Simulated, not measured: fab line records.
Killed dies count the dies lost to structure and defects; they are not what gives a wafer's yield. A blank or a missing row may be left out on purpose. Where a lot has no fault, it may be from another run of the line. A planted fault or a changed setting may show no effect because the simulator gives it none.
fab line records -- flow sfqLine
record: lots: 6, wafers: 16, lastDay: 92
route steps=325 shown I2@117 M3@118
lots that met no fault: taken from a fault-free run of the same line
startH: start of the lot's first displayed wafer, in hours after the record's first day -- waitH: how many hours have passed since the lot's step before this one -- " as in the row above -- L1.1+2: a single row standing in for several wafers -- - either no value or no given start -- * or withheld: withheld -- < > ~ a bound
route shown NAME@n: NAME is a module with steps in the file, n the number in the route of the first one -- usual: mean/standard deviation taken from wafers without a fault -- same: alike in all rows -- chamber/n: place in a boat -- sites: the reading at each site -- _std_site: the values' standard deviation -- _edge_site: the outer-site mean with the inner-site mean subtracted -- radiusMm: how far each site lies from the wafer's centre -- mask NAME#n: copy n -- behind: the tool/chamber that last shaped the wafer -- hold: why the lot went on hold/how many hours it stayed there/how the hold came to an end -- device: the n, p or np transistor that did not switch -- end of line: the route-end tests of the same wafers -- a step with no rows: only its recipe -- killed: count of dies lost to structure and defects at first sort (not the wafer's yield) -- map: a wafer's dies, x killed, . not, _ none there
set.NAME: the setting the step ran with; set.NAME@STEP: the setting that earlier step ran with -- model.NAME: the simulator's own value behind a step, which no gauge read
a table for each step, a row for each wafer; lots at some steps of the route
services: from which hour (startH, from the record's first day; less than 0 if before it) a tool's chamber was out of use, for how many hours, and why
== steps ==
step: SFQ_TRILAYER_I2_VIA_STRIP_SOLV_CLEAN_072
recipe: chemistry: NMP, tempC: 70, timeS: 600
step: SFQ_TRILAYER_M3_DEP_PRE_CLEAN_074
recipe: gas: Ar, timeS: 22.5, biasV: 250
step: SFQ_TRILAYER_M3_DEP_SPUTTER_073
recipe: material: Nb, basePressurePa: 1.33e-06, chamberPressurePa: 0.1333, substrateTempC: 20, resputterCathodeVoltageV: 400, targetThkNm: 200, powerW: 2000, timeS: 133.3
usual: resputterCathodeVoltageV: 400/4.2, throttleValvePct: 30.5/0.95
lot.wafer,tool,chamber,startH,waitH,resputterCathodeVoltageV,throttleValvePct
L453.1,pvdSputter-04,-,702.88,0.0,405,31.3
L453.3,pvdSputter-04,-,702.88,0.0,408,29.3
L453.4,pvdSputter-04,-,702.88,0.0,399,31.0
L459.5,pvdSputter-04,-,755.45,0.0,401,31.2
L459.6,pvdSputter-04,-,755.45,0.0,397,31.0
L461.1,pvdSputter-04,-,763.80,0.0,404,29.2
L461.6,pvdSputter-04,-,763.80,0.0,402,30.6
L470.2,pvdSputter-06,-,877.75,0.0,401,29.0
L470.3,pvdSputter-06,-,877.75,0.0,404,31.4
L470.6,pvdSputter-06,-,877.75,0.0,393,28.9
L474.1,pvdSputter-03,-,917.20,0.0,398,29.5
L474.3,pvdSputter-03,-,917.20,0.0,406,30.8
L474.5,pvdSputter-03,-,917.20,0.0,403,31.8
L476.1,pvdSputter-06,-,936.52,0.0,397,29.0
L476.4,pvdSputter-06,-,936.52,0.0,404,31.2
L476.6,pvdSputter-06,-,936.52,0.0,400,30.2
step: SFQ_M3_RS_MEAS_919
recipe: thkMeasGauge: four-point-probe, reads: Nb_of_TRILAYER_M3_DEP_SPUTTER_073
usual: M3_NB_RS: 0.891/0.009
lot.wafer,tool,chamber,startH,waitH,M3_NB_RS[ohm/sq]
L453.1,filmMetro-04,-,702.97,0.0,0.905
L453.3,filmMetro-04,-,702.97,0.0,0.885
L453.4,filmMetro-04,-,702.97,0.0,0.897
L459.5,filmMetro-04,-,755.57,0.1,0.888
L459.6,filmMetro-04,-,755.57,0.1,0.889
L461.1,filmMetro-04,-,763.89,0.0,0.885
L461.6,filmMetro-04,-,763.89,0.0,0.890
L470.2,filmMetro-04,-,877.86,0.1,0.907
L470.3,filmMetro-04,-,877.86,0.1,0.895
L470.6,filmMetro-04,-,877.86,0.1,0.897
L474.1,filmMetro-03,-,917.29,0.0,0.883
L474.3,filmMetro-03,-,917.29,0.0,0.894
L474.5,filmMetro-03,-,917.29,0.0,0.894
L476.1,filmMetro-01,-,936.61,0.0,0.897
L476.4,filmMetro-01,-,936.61,0.0,0.891
L476.6,filmMetro-01,-,936.61,0.0,0.889
step: SFQ_TRILAYER_M3_LITHO_COAT_080
recipe: resist: BARC, spinRpm: 3000, resistThkNm: 62
step: SFQ_TRILAYER_M3_LITHO_COAT_075
recipe: resist: KrF, spinRpm: 3000, resistThkNm: 600
step: SFQ_TRILAYER_M3_LITHO_SOFTBAKE_079
recipe: tempC: withheld, timeS: withheld, resist: KrF
step: SFQ_TRILAYER_M3_LITHO_EXPOSE_076
recipe: maskId: M3, na: 0.6, sourceShape: conventional, sigmaOuter: 0.65, targetCdNm: 500, doseMj: 14.4
step: SFQ_TRILAYER_M3_LITHO_PEB_078
recipe: pebTempC: 115, pebTimeS: 60, resist: KrF
step: SFQ_TRILAYER_M3_LITHO_DEVELOP_077
recipe: timeS: 60, resist: KrF
step: SFQ_M3_OVL_MEAS_921
usual: M3_OVL: -1/6.1
lot.wafer,tool,chamber,startH,waitH,M3_OVL[nm]
L453.1,overlay-01,-,865.96,0.1,1
L453.3,overlay-01,-,865.96,0.1,-2
L453.4,overlay-01,-,865.96,0.1,-1
L459.5,overlay-02,-,907.83,0.0,-3
L459.6,overlay-02,-,907.83,0.0,-11
L461.1,overlay-02,-,915.00,0.1,11
L461.6,overlay-02,-,915.00,0.1,2
L470.2,overlay-01,-,1033.23,0.1,3
L470.3,overlay-01,-,1033.23,0.1,1
L470.6,overlay-01,-,1033.23,0.1,2
L474.1,overlay-01,-,1077.75,0.1,-4
L474.3,overlay-01,-,1077.75,0.1,-4
L474.5,overlay-01,-,1077.75,0.1,1
L476.1,overlay-01,-,1095.47,0.1,-14
L476.4,overlay-01,-,1095.47,0.1,-3
L476.6,overlay-01,-,1095.47,0.1,-2
step: SFQ_TRILAYER_M3_BARC_OPEN_METAL_ETCH_100
recipe: maskMaterial: PR, chemistry: O2, targetDepthNm: 125, target: BARC, icpW: 600, biasW: 80, pressureMtorr: 10, timeS: 41.7
usual: drypumpMotorCurrentA: 5.8/0.34, oesProductAu: 0.685/0.0044
lot.wafer,tool,chamber,startH,waitH,drypumpMotorCurrentA,oesProductAu,rfHoursCounterH,model.KrF_of_TRILAYER_M3_LITHO_COAT_075.thkNm
L453.1,rieMetal-04,1,866.00,0.0,6.2,0.689,67,523
L453.3,rieMetal-04,0,866.00,0.0,5.8,0.684,-,523.7
L453.4,rieMetal-04,1,866.00,0.0,6.2,0.678,-,525.2
L459.5,rieMetal-01,1,907.88,0.0,5.4,0.688,-,538.6
L459.6,rieMetal-01,0,907.88,0.0,5.5,0.678,-,538.3
L461.1,rieMetal-01,1,915.04,0.0,5.4,0.678,100,525.2
L461.6,rieMetal-01,0,915.04,0.0,5.5,0.684,-,544.3
L470.2,rieMetal-02,1,1033.26,0.0,6.3,0.677,118,524.6
L470.3,rieMetal-02,1,1033.26,0.0,6.3,0.685,-,524.3
L470.6,rieMetal-02,0,1033.26,0.0,5.5,0.679,-,524.3
L474.1,rieMetal-01,1,1077.78,0.0,5.4,0.688,121,522.5
L474.3,rieMetal-01,1,1077.78,0.0,5.4,0.685,-,521.4
L474.5,rieMetal-01,1,1077.78,0.0,5.4,0.683,-,523.6
L476.1,rieMetal-02,0,1095.50,0.0,5.5,0.691,68,526
L476.4,rieMetal-02,0,1095.50,0.0,5.5,0.685,-,524.9
L476.6,rieMetal-02,0,1095.50,0.0,5.5,0.690,-,524.5
step: SFQ_TRILAYER_M3_ETCH_METAL_ETCH_078
recipe: target: Nb, stopOn: SiO2, maskMaterial: PR, chemistry: Cl2/Ar, targetDepthNm: 240, icpW: 600, biasW: 80, pressureMtorr: 10, timeS: 120
usual: drypumpMotorCurrentA: 5.8/0.34, oesProductAu: 0.893/0.0071
lot.wafer,tool,chamber,startH,waitH,drypumpMotorCurrentA,oesProductAu,rfHoursCounterH,model.KrF_of_TRILAYER_M3_LITHO_COAT_075.thkNm
L453.1,rieMetal-04,1,866.06,0.0,6.2,0.891,67,381.8
L453.3,rieMetal-04,0,866.06,0.0,5.8,0.890,-,380.6
L453.4,rieMetal-04,1,866.06,0.0,6.2,0.891,-,384
L459.5,rieMetal-01,1,907.98,0.1,5.4,0.894,-,396.6
L459.6,rieMetal-01,0,907.98,0.1,5.5,0.896,-,394.5
L461.1,rieMetal-01,1,915.10,0.0,5.4,0.900,100,383.2
L461.6,rieMetal-01,0,915.10,0.0,5.5,0.894,-,401.6
L470.2,rieMetal-02,1,1033.32,0.0,6.3,0.877,118,381.8
L470.3,rieMetal-02,1,1033.32,0.0,6.3,0.890,-,381.3
L470.6,rieMetal-02,0,1033.32,0.0,5.5,0.888,-,383.5
L474.1,rieMetal-01,1,1077.84,0.0,5.4,0.895,121,383.4
L474.3,rieMetal-01,1,1077.84,0.0,5.4,0.893,-,381.4
L474.5,rieMetal-01,1,1077.84,0.0,5.4,0.898,-,383.1
L476.1,rieMetal-02,0,1095.56,0.0,5.5,0.885,68,381.5
L476.4,rieMetal-02,0,1095.56,0.0,5.5,0.894,-,382.1
L476.6,rieMetal-02,0,1095.56,0.0,5.5,0.891,-,381.2
step: SFQ_TRILAYER_M3_STRIP_STRIP_079
recipe: gas: O2, powerW: 200, platenTempC: 40, overashFraction: 0.65, chemistry: O2, pressureMtorr: 50
usual: drypumpMotorCurrentA: 5.8/0.34, oesProductAu: 1.003/0.0075
lot.wafer,tool,chamber,startH,waitH,drypumpMotorCurrentA,oesProductAu,rfHoursCounterH
L453.1,rieMetal-04,1,866.18,0.1,6.2,1.012,67
L453.3,rieMetal-04,0,866.18,0.1,5.8,1.012,-
L453.4,rieMetal-04,1,866.18,0.1,6.2,0.999,-
L459.5,rieMetal-01,1,908.42,0.4,5.5,1.002,-
L459.6,rieMetal-01,0,908.42,0.4,5.5,1.017,-
L461.1,rieMetal-01,1,915.22,0.1,5.5,0.991,100
L461.6,rieMetal-01,0,915.22,0.1,5.5,1.003,-
L470.2,rieMetal-02,1,1033.44,0.1,6.3,1.007,119
L470.3,rieMetal-02,1,1033.44,0.1,6.3,1.004,-
L470.6,rieMetal-02,0,1033.44,0.1,5.5,1.000,-
L474.1,rieMetal-01,1,1077.97,0.1,5.5,0.989,121
L474.3,rieMetal-01,1,1077.97,0.1,5.4,0.988,-
L474.5,rieMetal-01,1,1077.97,0.1,5.5,0.990,-
L476.1,rieMetal-02,0,1095.69,0.1,5.4,1.000,68
L476.4,rieMetal-02,0,1095.69,0.1,5.5,1.000,-
L476.6,rieMetal-02,0,1095.69,0.1,5.5,1.000,-
== services ==
tool,chamber,startH,hours,kind
rieMetal-01,1,683.72,33.7,repair
rieMetal-02,-,688.64,14.6,pm
rieMetal-01,-,703.58,1.3,repair
pvdSputter-03,-,733.08,5.9,repair
pvdSputter-04,-,768.68,20.8,repair
pvdSputter-06,-,811.37,0.8,repair
pvdSputter-04,-,828.63,9.4,repair
pvdSputter-03,-,847.85,1.1,repair
rieMetal-02,0,871.02,13.8,repair
rieMetal-02,1,891.52,1.6,repair
pvdSputter-04,-,907.09,1.7,repair
pvdSputter-06,-,914.90,1.9,repair
pvdSputter-04,3,937.21,-,consumableReplace:kit
pvdSputter-04,3,937.21,18.0,scheduledDown
pvdSputter-04,-,965.09,8.9,repair
pvdSputter-06,-,967.61,2.3,repair
rieMetal-01,0,968.15,-,clean
rieMetal-01,0,968.15,22.3,scheduledDown
rieMetal-01,0,968.15,22.3,ventCycle
pvdSputter-03,-,1026.68,4.4,repair
rieMetal-04,-,1038.78,0.9,repair
pvdSputter-06,-,1047.91,2.0,repair
rieMetal-02,-,1053.20,2.8,pm
rieMetal-01,1,1062.94,5.3,repair
== key ==
firstSign none at tools or gauges
modelEffect: step: SFQ_TRILAYER_M3_BARC_OPEN_METAL_ETCH_100, value: KrF_of_TRILAYER_M3_LITHO_COAT_075.thkNm, without: 521.3, struck: 540.4
modelEffect: step: SFQ_TRILAYER_M3_ETCH_METAL_ETCH_078, value: KrF_of_TRILAYER_M3_LITHO_COAT_075.thkNm, without: 378.4, struck: 397.6
metAt SFQ_TRILAYER_M3_BARC_OPEN_METAL_ETCH_100
struckWafers L459.5,L459.6,L461.6
fault: kind: processParameterDrift, tool: rieMetal-01, chamber: -, onsetH: 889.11, steps: SFQ_TRILAYER_M3_BARC_OPEN_METAL_ETCH_100, channel: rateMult, offset: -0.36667, shape: step, endH: 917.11, scope: struckWafersOnly
